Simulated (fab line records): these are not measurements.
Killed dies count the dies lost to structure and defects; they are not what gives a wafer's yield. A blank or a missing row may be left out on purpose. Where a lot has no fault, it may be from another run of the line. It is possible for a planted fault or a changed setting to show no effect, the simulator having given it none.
The same fault as seen by 2 desks || flow sfqLine || each desk has only its own numbers; what lay behind them comes last

## THE TOOL OWNER'S DESK: cmp-01
The tool's own readings at SFQ_TRILAYER_I1_CMP_CMP_046 (polishes SiO2): means of the sampled wafers that have a number, for each lot that ran on this tool. The brackets show how far a lot's mean lies from the usual mean; more than 4 standard deviations puts the lot out of limits, marked OUT.
Columns: A = edgeZonePressureFrac at SFQ_TRILAYER_I1_CMP_CMP_046, usual 1.000; B = motorCurrentA at SFQ_TRILAYER_I1_CMP_CMP_046, usual 10.5 A; C = timeToEndpointS at SFQ_TRILAYER_I1_CMP_CMP_046, usual 219 s
{"lot": "L954", "first seen here": "day 27 00:14", "A": 0.999, "B": 11.4, "C": 225}
{"lot": "L957", "first seen here": "day 28 12:05", "A": 0.999, "B": 11.5, "C": 221}
{"lot": "L958", "first seen here": "day 29 03:13", "A": 0.999, "B": 10.5, "C": 229}
{"lot": "L961", "first seen here": "day 30 14:12", "A": 1.001, "B": 10.8, "C": 220}
{"lot": "L962", "first seen here": "day 31 02:01", "A": 0.996, "B": 10.0, "C": 217}
{"lot": "L963", "first seen here": "day 31 08:28", "A": 1.005, "B": 11.3, "C": 220}
{"lot": "L964", "first seen here": "day 31 17:13", "A": 0.996, "B": 9.7, "C": 219}
{"lot": "L966", "first seen here": "day 32 14:05", "A": 0.997, "B": 11.0, "C": 228}
{"lot": "L968", "first seen here": "day 34 00:59", "A": 1.000, "B": 10.8, "C": 227}
{"lot": "L970", "first seen here": "day 34 18:59", "A": 0.997, "B": 9.9, "C": 239}
This desk found nothing out of limits on any of the 10 lots.

## FROM THE METROLOGY DESK
Means of the sampled wafers that have a number, per lot and without regard to the tool the lot ran on: this is what the gauges read. The brackets show how far a lot's mean lies from the usual mean; more than 4 standard deviations puts the lot out of limits, marked OUT.
Columns: A = M3_OVL at SFQ_M3_OVL_MEAS_921, usual 1 nm; B = I4_BOW at SFQ_I4_BOW_MEAS_927, usual 6 um; C = I4_OVL at SFQ_I4_OVL_MEAS_928, usual 3 nm
{"lot": "L954", "first seen here": "day 46 14:49", "A": -5, "B": 5, "C": 5}
{"lot": "L956", "first seen here": "day 47 15:04", "A": 0, "B": -1, "C": -3}
{"lot": "L957", "first seen here": "day 48 15:43", "A": -2, "B": 1, "C": 2}
{"lot": "L958", "first seen here": "day 49 00:06", "A": 11, "B": 7, "C": 4}
{"lot": "L959", "first seen here": "day 49 09:42", "A": 3, "B": -3, "C": -0}
{"lot": "L960", "first seen here": "day 50 06:14", "A": 4, "B": 10, "C": 3}
{"lot": "L961", "first seen here": "day 50 17:10", "A": -1, "B": 16, "C": -1}
{"lot": "L962", "first seen here": "day 50 23:09", "A": -5, "B": 6, "C": 3}
{"lot": "L963", "first seen here": "day 51 05:10", "A": 2, "B": 1, "C": 8}
{"lot": "L964", "first seen here": "day 51 17:10", "A": -1, "B": -2, "C": 5}
{"lot": "L966", "first seen here": "day 52 07:34", "A": 2, "B": -2, "C": 2}
{"lot": "L968", "first seen here": "day 53 12:36", "A": 2, "B": 14, "C": -4}
{"lot": "L969", "first seen here": "day 54 01:37", "A": 16, "B": 8, "C": 6}
{"lot": "L970", "first seen here": "day 54 05:13", "A": 1, "B": 0, "C": 2}
This desk found nothing out of limits on any of the 14 lots.

## TAKEN TOGETHER
Nothing out of limits was seen by the tool owner's desk.
Metrology desk: nothing out of limits seen.

## WHAT WAS PUT IN BY THE SIMULATOR
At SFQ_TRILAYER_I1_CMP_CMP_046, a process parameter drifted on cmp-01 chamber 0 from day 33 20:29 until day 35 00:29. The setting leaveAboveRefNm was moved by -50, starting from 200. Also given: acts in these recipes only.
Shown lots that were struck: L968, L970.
